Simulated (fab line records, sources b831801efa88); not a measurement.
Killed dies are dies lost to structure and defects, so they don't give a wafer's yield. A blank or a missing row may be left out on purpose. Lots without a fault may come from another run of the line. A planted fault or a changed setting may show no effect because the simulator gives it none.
One fault seen from 2 desks | flow sky130 | each desk has only its own numbers; what lay behind them comes last

THE METROLOGY DESK
What the gauges read, lot by lot, whatever tool the lot ran on: means of the sampled wafers that have a number. A lot is out of limits, marked OUT, if its mean lies more than 4 standard deviations from the usual mean; the brackets give that distance.
Columns: A = cd_nm at SKY_FIELD_ISO_CD_MEAS_13, usual 149.8 nm; B = LDD_HVN_TW at SKY_LDD_HVN_TW_MEAS_10, usual 1433
lot  | first seen here | A     | B
L857 | day 2 04:23     | 149.6 | 1459
L858 | day 2 10:52     | 148.8 | 1436
L859 | day 2 15:52     | 148.5 | 1416
L861 | day 3 02:49     | 152.3 | 1449
L862 | day 3 07:05     | 151.4 | 1454
L863 | day 3 13:44     | 148.2 | 1413
L865 | day 3 23:05     | 150.2 | 1453
L868 | day 4 17:17     | 149.1 | 1457
L869 | day 4 23:54     | 150.2 | 1417
L872 | day 5 11:44     | 148.9 | 1434
L876 | day 6 08:25     | 149.6 | 1409
L877 | day 6 12:01     | 152.2 | 1461
L880 | day 7 04:10     | 150.6 | 1411
This desk's finding: nothing out of limits on any of the 13 lots.

THE TOOL OWNER'S DESK: litho_track-01
The tool's own readings at SKY_FIELD_ISO_DEVELOP_12 (develop time 60 s): means of the sampled wafers that have a number, for each lot that ran on this tool. A lot is out of limits, marked OUT, if its mean lies more than 4 standard deviations from the usual mean; the brackets give that distance.
Columns: A = developer_temp_C at SKY_FIELD_ISO_DEVELOP_12, usual 21.02 C; B = exhaust_pa at SKY_FIELD_ISO_DEVELOP_12, usual 44.9 Pa
lot  | first seen here | A                | B
L857 | day 2 04:00     | 21.13            | 45.1
L858 | day 2 10:00     | 20.91            | 44.8
L862 | day 3 06:00     | 21.00            | 45.2
L865 | day 3 22:00     | 21.04            | 45.3
L868 | day 4 17:00     | 20.13 (-8.1) OUT | 44.3
L869 | day 4 23:00     | 20.27 (-6.8) OUT | 44.3
This desk's finding: out of limits on L868, L869; first on L868, day 4 17:00 (developer_temp_C at SKY_FIELD_ISO_DEVELOP_12). In limits: L857, L858, L862, L865.

PUT TOGETHER
The tool owner's desk could have raised an alarm at day 4 17:00, on L868, L869.
The metrology desk saw nothing out of limits.
The metrology desk has L868, L869 on record, within its limits.
Of the lots named, all ran SKY_FIELD_ISO_DEVELOP_12 on litho_track-01.

WHAT THE SIMULATOR HAD PUT IN
Process parameter drift: litho_track-01, from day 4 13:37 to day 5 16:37, at SKY_FIELD_ISO_DEVELOP_12. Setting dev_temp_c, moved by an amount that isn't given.
Lots struck among those shown: L868, L869.
Hours from the fault's start to each desk's first reading out of limits: the tool owner's desk, 3.
